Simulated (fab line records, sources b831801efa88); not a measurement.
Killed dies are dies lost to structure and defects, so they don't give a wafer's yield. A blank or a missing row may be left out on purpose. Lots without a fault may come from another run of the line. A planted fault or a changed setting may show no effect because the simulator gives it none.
Which tool did it? | flow gf180mcu | 24 lots, 72 wafers sampled, at 5 steps of a route of 602

WHAT THE GAUGES READ, wafer by wafer
GF_V4_RS_MEAS_24: measures by four-point-probe. Usual: V4_W_RS 0.328 ohm/sq, standard deviation 0.003.
lot  | measured     | on            | V4_W_RS (ohm/sq)  | flag
L074 | day 24 05:49 | film_metro-01 | 0.332 0.331 0.329 |
L075 | day 24 15:41 | film_metro-02 | 0.325 0.327 0.324 |
L076 | day 25 00:51 | film_metro-01 | 0.329 0.326 0.329 |
L077 | day 25 12:36 | film_metro-03 | 0.328 0.327 0.331 |
L078 | day 25 23:28 | film_metro-01 | 0.327 0.333 0.328 |
L079 | day 26 09:51 | film_metro-01 | 0.328 0.330 0.329 |
L080 | day 26 20:08 | film_metro-01 | 0.324 0.322 0.320 |
L081 | day 27 01:58 | film_metro-02 | 0.326 0.325 0.325 |
L082 | day 27 16:50 | film_metro-03 | 0.326 0.327 0.327 |
L083 | day 27 22:54 | film_metro-01 | 0.327 0.324 0.326 |
L084 | day 27 23:40 | film_metro-01 | 0.325 0.331 0.324 |
L085 | day 28 03:15 | film_metro-03 | 0.328 0.325 0.330 |
L086 | day 28 09:34 | film_metro-02 | 0.323 0.320 0.323 |
L087 | day 28 18:29 | film_metro-03 | 0.325 0.323 0.323 |
L088 | day 29 03:01 | film_metro-03 | 0.330 0.326 0.327 |
L089 | day 29 09:54 | film_metro-03 | 0.328 0.328 0.327 |
L090 | day 29 14:16 | film_metro-02 | 0.326 0.324 0.326 |
L091 | day 29 18:25 | film_metro-02 | 0.330 0.331 0.329 |
L092 | day 30 01:00 | film_metro-03 | 0.331 0.330 0.337 |
L093 | day 30 10:26 | film_metro-01 | 0.326 0.330 0.331 |
L094 | day 30 15:39 | film_metro-01 | 0.326 0.328 0.328 |
L095 | day 31 08:34 | film_metro-01 | 0.329 0.330 0.330 |
L096 | day 31 07:59 | film_metro-03 | 0.330 0.330 0.332 |
L097 | day 31 10:55 | film_metro-01 | 0.331 0.331 0.330 |

WHICH TOOL RAN EACH LOT (tool, then ch and the chambers of the sampled wafers, then the start)
lot  | GF_HV_LDD_STRIP_49                   | GF_PSD_STRIP_10                      | GF_CONTACT_ETCH_16                 | GF_V4_ETCH_17
L074 | plasma_asher-03 ch 0,1, day 12 04:35 | plasma_asher-03 ch 0,1, day 13 23:43 | rie_diel-04 ch 0,2,3, day 15 20:52 | rie_diel-03 ch 0,1,3, day 24 05:49 or earlier
L075 | plasma_asher-03 ch 0,1, day 12 12:05 | plasma_asher-04 ch 0,1, day 14 09:27 | rie_diel-01 ch 1,2, day 16 06:37   | rie_diel-04 ch 0,1,2, day 24 15:41 or earlier
L076 | plasma_asher-04 ch 0,1, day 12 20:50 | plasma_asher-02 ch 0,1, day 14 19:04 | rie_diel-03 ch 1,2, day 16 16:22   | rie_diel-01 ch 1,2,3, day 25 00:51 or earlier
L077 | plasma_asher-03 ch 0,1, day 13 09:20 | plasma_asher-02 ch 0,1, day 15 06:43 | rie_diel-04 ch 0,1, day 17 05:29   | rie_diel-01 ch 1,2,3, day 25 12:36 or earlier
L078 | plasma_asher-03 ch 0, day 13 18:46   | plasma_asher-03 ch 0,1, day 15 16:11 | rie_diel-03 ch 0,1,3, day 17 15:14 | rie_diel-03 ch 0,1,2, day 25 23:28 or earlier
L079 | plasma_asher-01 ch 0,1, day 14 07:04 | plasma_asher-03 ch 0,1, day 16 05:53 | rie_diel-04 ch 0,3, day 18 06:04   | rie_diel-03 ch 1,2,3, day 26 09:51 or earlier
L080 | plasma_asher-01 ch 0,1, day 14 14:14 | plasma_asher-04 ch 0,1, day 16 13:59 | rie_diel-04 ch 0,3, day 18 15:34   | rie_diel-04 ch 0,1,3, day 26 20:08 or earlier
L081 | plasma_asher-04 ch 0,1, day 14 19:41 | plasma_asher-03 ch 0,1, day 16 21:01 | rie_diel-03 ch 0,1,2, day 18 23:07 | rie_diel-01 ch 0,1, day 27 01:58 or earlier
L082 | plasma_asher-04 ch 0,1, day 15 10:49 | plasma_asher-02 ch 0,1, day 17 13:04 | rie_diel-04 ch 1,2,3, day 19 15:31 | rie_diel-01 ch 0,1,2, day 27 16:50 or earlier
L083 | plasma_asher-04 ch 0,1, day 15 18:40 | plasma_asher-04 ch 0, day 17 21:22   | rie_diel-03 ch 1,2, day 20 00:13   | rie_diel-04 ch 0,2,3, day 27 22:54 or earlier
L084 | plasma_asher-01 ch 0,1, day 15 22:16 | plasma_asher-02 ch 0,1, day 17 22:16 | rie_diel-04 ch 0,1,3, day 20 00:34 | rie_diel-03 ch 0,3, day 27 23:40 or earlier
L085 | plasma_asher-04 ch 0,1, day 16 01:29 | plasma_asher-04 ch 0,1, day 18 02:43 | rie_diel-04 ch 0,1,3, day 20 06:01 | rie_diel-03 ch 0,2,3, day 28 03:15 or earlier
L086 | plasma_asher-01 ch 0,1, day 16 09:43 | plasma_asher-03 ch 0,1, day 18 11:24 | rie_diel-01 ch 2,3, day 20 13:43   | rie_diel-01 ch 0,3, day 28 09:34 or earlier
L087 | plasma_asher-01 ch 0,1, day 16 17:26 | plasma_asher-03 ch 0,1, day 18 19:55 | rie_diel-03 ch 0,1,2, day 20 22:55 | rie_diel-01 ch 0,1,3, day 28 18:29 or earlier
L088 | plasma_asher-04 ch 0,1, day 17 04:47 | plasma_asher-03 ch 0,1, day 19 08:43 | rie_diel-04 ch 2,3, day 21 11:49   | rie_diel-03 ch 0,3, day 29 03:01 or earlier
L089 | plasma_asher-04 ch 1, day 17 10:43   | plasma_asher-03 ch 0,1, day 19 14:22 | rie_diel-03 ch 0,1,3, day 21 17:16 | rie_diel-03 ch 0,2, day 29 09:54 or earlier
L090 | plasma_asher-03 ch 0,1, day 17 16:50 | plasma_asher-03 ch 0,1, day 19 20:37 | rie_diel-04 ch 0,1,3, day 21 23:02 | rie_diel-04 ch 2,3, day 29 14:16 or earlier
L091 | plasma_asher-01 ch 0,1, day 17 23:43 | plasma_asher-04 ch 0,1, day 20 03:52 | rie_diel-01 ch 0,2, day 22 06:18   | rie_diel-03 ch 1,2, day 29 18:25 or earlier
L092 | plasma_asher-01 ch 0,1, day 18 09:05 | plasma_asher-04 ch 0,1, day 20 14:31 | rie_diel-04 ch 0,1,2, day 22 15:29 | rie_diel-04 ch 0,2,3, day 30 01:00 or earlier
L093 | plasma_asher-01 ch 1, day 18 18:07   | plasma_asher-03 ch 0,1, day 20 22:43 | rie_diel-03 ch 0,1,3, day 23 00:52 | rie_diel-04 ch 0,1,2, day 30 10:26 or earlier
L094 | plasma_asher-01 ch 0,1, day 19 00:34 | plasma_asher-04 ch 0,1, day 21 04:34 | rie_diel-04 ch 1,2, day 23 05:23   | rie_diel-03 ch 0,1, day 30 15:39 or earlier
L095 | plasma_asher-03 ch 0,1, day 19 17:20 | plasma_asher-02 ch 0,1, day 21 20:40 | rie_diel-04 ch 0,2,3, day 23 21:50 | rie_diel-04 ch 0,3, day 31 08:34 or earlier
L096 | plasma_asher-01 ch 0,1, day 19 23:22 | plasma_asher-02 ch 0,1, day 22 02:46 | rie_diel-01 ch 0,2, day 24 02:31   | rie_diel-01 ch 0,1,3, day 31 07:59 or earlier
L097 | plasma_asher-04 ch 0,1, day 20 04:37 | plasma_asher-02 ch 0,1, day 22 07:55 | rie_diel-01 ch 1,2,3, day 24 08:03 | rie_diel-03 ch 1,3, day 31 10:55 or earlier
- GF_HV_LDD_STRIP_49: strips in O2/N2.
- GF_PSD_STRIP_10: strips in O2/N2.
- GF_CONTACT_ETCH_16: etches BARC in N2/H2.
- GF_V4_ETCH_17: etches SiO2 in C4F8/O2/Ar, stops on TiN, target depth 630 nm.

WHAT THE TOOLS THEMSELVES READ (means of the sampled wafers that have a number; where no wafer has one, the mark that the record gives instead)
GF_HV_LDD_STRIP_49. Usual: drypump_motor_current_A 5.7 A, standard deviation 0.45; heater_power_w 329 W, standard deviation 36; oes_product_au 0.716 a.u., standard deviation 0.0046; strip_time_to_endpoint_s 12.63 s, standard deviation 0.033.
lot  | tool            | drypump_motor_current_A (A) | heater_power_w (W) | oes_product_au (a.u.) | strip_time_to_endpoint_s (s) | flag
L074 | plasma_asher-03 | 6.0                         | 344                | 0.713                 | 12.60                        |
L075 | plasma_asher-03 | 6.0                         | 326                | 0.719                 | 12.63                        |
L076 | plasma_asher-04 | 6.0                         | 302                | 0.719                 | 12.60                        |
L077 | plasma_asher-03 | 6.0                         | 331                | 0.716                 | 12.56                        |
L078 | plasma_asher-03 | 6.1                         | 357                | 0.717                 | 12.62                        |
L079 | plasma_asher-01 | 5.4                         | 327                | 0.718                 | 12.64                        |
L080 | plasma_asher-01 | 5.3                         | 358                | 0.715                 | 12.62                        |
L081 | plasma_asher-04 | 6.0                         | 294                | 0.716                 | 12.64                        |
L082 | plasma_asher-04 | 6.1                         | 298                | 0.716                 | 12.64                        |
L083 | plasma_asher-04 | 5.7                         | 311                | 0.717                 | 12.62                        |
L084 | plasma_asher-01 | 5.4                         | 327                | 0.718                 | 12.61                        |
L085 | plasma_asher-04 | 6.0                         | 305                | 0.719                 | 12.58                        |
L086 | plasma_asher-01 | 5.4                         | 326                | 0.715                 | 12.64                        |
L087 | plasma_asher-01 | 5.4                         | 330                | 0.715                 | 12.63                        |
L088 | plasma_asher-04 | 6.0                         | 296                | 0.716                 | 12.59                        |
L089 | plasma_asher-04 | 6.4                         | 285                | 0.713                 | 12.59                        |
L090 | plasma_asher-03 | 6.0                         | 344                | 0.709                 | 12.62                        |
L091 | plasma_asher-01 | 5.4                         | 332                | 0.716                 | 12.66                        |
L092 | plasma_asher-01 | 5.4                         | 342                | 0.717                 | 12.65                        |
L093 | plasma_asher-01 | 5.1                         | 387                | 0.719                 | 12.64                        |
L094 | plasma_asher-01 | 5.3                         | 354                | 0.714                 | 12.65                        |
L095 | plasma_asher-03 | 6.0                         | 334                | 0.717                 | 12.60                        |
L096 | plasma_asher-01 | 5.3                         | 359                | 0.714                 | 12.65                        |
L097 | plasma_asher-04 | 5.7                         | 308                | 0.712                 | 12.69                        |

GF_PSD_STRIP_10. Usual: drypump_motor_current_A 6.0 A, standard deviation 0.32; heater_power_w 343 W, standard deviation 40; oes_product_au 0.592 a.u., standard deviation 0.0047; strip_time_to_endpoint_s 16.53 s, standard deviation 0.031.
lot  | tool            | drypump_motor_current_A (A) | heater_power_w (W) | oes_product_au (a.u.) | strip_time_to_endpoint_s (s) | flag
L074 | plasma_asher-03 | 6.0                         | 348                | 0.592                 | 16.47                        |
L075 | plasma_asher-04 | 6.0                         | 300                | 0.591                 | 16.55                        |
L076 | plasma_asher-02 | 6.2                         | 395                | 0.593                 | 16.53                        |
L077 | plasma_asher-02 | 6.0                         | 378                | 0.587                 | 16.55                        |
L078 | plasma_asher-03 | 6.0                         | 329                | 0.593                 | 16.55                        |
L079 | plasma_asher-03 | 6.0                         | 335                | 0.592                 | 16.54                        |
L080 | plasma_asher-04 | 5.7                         | 305                | 0.593                 | 16.58                        |
L081 | plasma_asher-03 | 6.0                         | 330                | 0.594                 | 16.52                        |
L082 | plasma_asher-02 | 6.2                         | 393                | 0.596                 | 16.50                        |
L083 | plasma_asher-04 | 5.3                         | 312                | 0.593                 | 16.54                        |
L084 | plasma_asher-02 | 6.0                         | 382                | 0.592                 | 16.53                        |
L085 | plasma_asher-04 | 5.7                         | 305                | 0.595                 | 16.54                        |
L086 | plasma_asher-03 | 6.0                         | 349                | 0.597                 | 16.50                        |
L087 | plasma_asher-03 | 6.0                         | 347                | 0.592                 | 16.53                        |
L088 | plasma_asher-03 | 6.0                         | 334                | 0.596                 | 16.53                        |
L089 | plasma_asher-03 | 6.0                         | 346                | 0.592                 | 16.56                        |
L090 | plasma_asher-03 | 6.0                         | 332                | 0.591                 | 16.55                        |
L091 | plasma_asher-04 | 6.0                         | 295                | 0.588                 | 16.56                        |
L092 | plasma_asher-04 | 6.0                         | 298                | 0.596                 | 16.53                        |
L093 | plasma_asher-03 | 6.0                         | 333                | 0.592                 | 16.48                        |
L094 | plasma_asher-04 | 6.0                         | 296                | 0.592                 | 16.51                        |
L095 | plasma_asher-02 | 6.0                         | 388                | 0.595                 | 16.55                        |
L096 | plasma_asher-02 | 6.0                         | 388                | 0.591                 | 16.55                        |
L097 | plasma_asher-02 | 6.0                         | 387                | 0.589                 | 16.54                        |

GF_CONTACT_ETCH_16. Usual: drypump_motor_current_A 5.9 A, standard deviation 0.48; oes_product_au 0.854 a.u., standard deviation 0.0051; throttle_valve_pct 13.226 %, standard deviation 0.0088.
lot  | tool        | drypump_motor_current_A (A) | oes_product_au (a.u.) | throttle_valve_pct (%) | flag
L074 | rie_diel-04 | 5.7                         | 0.852                 | 13.219                 |
L075 | rie_diel-01 | 5.8                         | 0.854                 | 13.228                 |
L076 | rie_diel-03 | 6.3                         | 0.855                 | 13.226                 |
L077 | rie_diel-04 | 6.1                         | 0.855                 | 13.223                 |
L078 | rie_diel-03 | 6.1                         | 0.859                 | 13.222                 |
L079 | rie_diel-04 | 5.6                         | 0.855                 | 13.229                 |
L080 | rie_diel-04 | 5.5                         | 0.860                 | 13.237                 |
L081 | rie_diel-03 | 6.1                         | 0.853                 | 13.224                 |
L082 | rie_diel-04 | 5.6                         | 0.855                 | 13.233                 |
L083 | rie_diel-03 | 6.5                         | 0.854                 | 13.225                 |
L084 | rie_diel-04 | 5.8                         | 0.849                 | 13.225                 |
L085 | rie_diel-04 | 5.8                         | 0.854                 | 13.229                 |
L086 | rie_diel-01 | 6.1                         | 0.856                 | 13.230                 |
L087 | rie_diel-03 | 6.1                         | 0.852                 | 13.223                 |
L088 | rie_diel-04 | 5.4                         | 0.853                 | 13.226                 |
L089 | rie_diel-03 | 6.1                         | 0.855                 | 13.226                 |
L090 | rie_diel-04 | 5.8                         | 0.855                 | 13.230                 |
L091 | rie_diel-01 | 6.3                         | 0.856                 | 13.225                 |
L092 | rie_diel-04 | 5.9                         | 0.850                 | 13.226                 |
L093 | rie_diel-03 | 6.1                         | 0.862                 | 13.218                 |
L094 | rie_diel-04 | 5.8                         | 0.853                 | 13.218                 |
L095 | rie_diel-04 | 5.7                         | 0.851                 | 13.223                 |
L096 | rie_diel-01 | 6.3                         | 0.858                 | 13.228                 |
L097 | rie_diel-01 | 5.7                         | 0.856                 | 13.234                 |

GF_V4_ETCH_17. Usual: oes_product_au 0.857 a.u., standard deviation 0.0038.
lot  | tool        | oes_product_au (a.u.) | flag
L074 | rie_diel-03 | 0.857                 |
L075 | rie_diel-04 | 0.857                 |
L076 | rie_diel-01 | 0.855                 |
L077 | rie_diel-01 | 0.857                 |
L078 | rie_diel-03 | 0.858                 |
L079 | rie_diel-03 | 0.859                 |
L080 | rie_diel-04 | 0.857                 |
L081 | rie_diel-01 | 0.855                 |
L082 | rie_diel-01 | 0.859                 |
L083 | rie_diel-04 | 0.854                 |
L084 | rie_diel-03 | 0.858                 |
L085 | rie_diel-03 | 0.859                 |
L086 | rie_diel-01 | 0.854                 |
L087 | rie_diel-01 | 0.859                 |
L088 | rie_diel-03 | 0.861                 |
L089 | rie_diel-03 | 0.860                 |
L090 | rie_diel-04 | 0.856                 |
L091 | rie_diel-03 | 0.856                 |
L092 | rie_diel-04 | 0.853                 |
L093 | rie_diel-04 | 0.854                 |
L094 | rie_diel-03 | 0.857                 |
L095 | rie_diel-04 | 0.852                 |
L096 | rie_diel-01 | 0.858                 |
L097 | rie_diel-03 | 0.854                 |

THE ANSWER, worked out from the rows above alone
Rule: a lot is off if the mean of its wafers that have a number lies more than 3 standard deviations from the usual mean. A lot without any number at a reading at which 4 lots or more have one is off too. The other lots that the step has rows for count as sound. The gauges are gone through in route order, then the tools' own readings, and for those a lot's mean is taken as printed above. The first step at which some lot is off is used, and at that step the reading that is off furthest; a lot without a number counts as furthest.
No lot is off at any reading shown: from this, nothing can be told.

WHAT THE SIMULATOR HAD PUT IN
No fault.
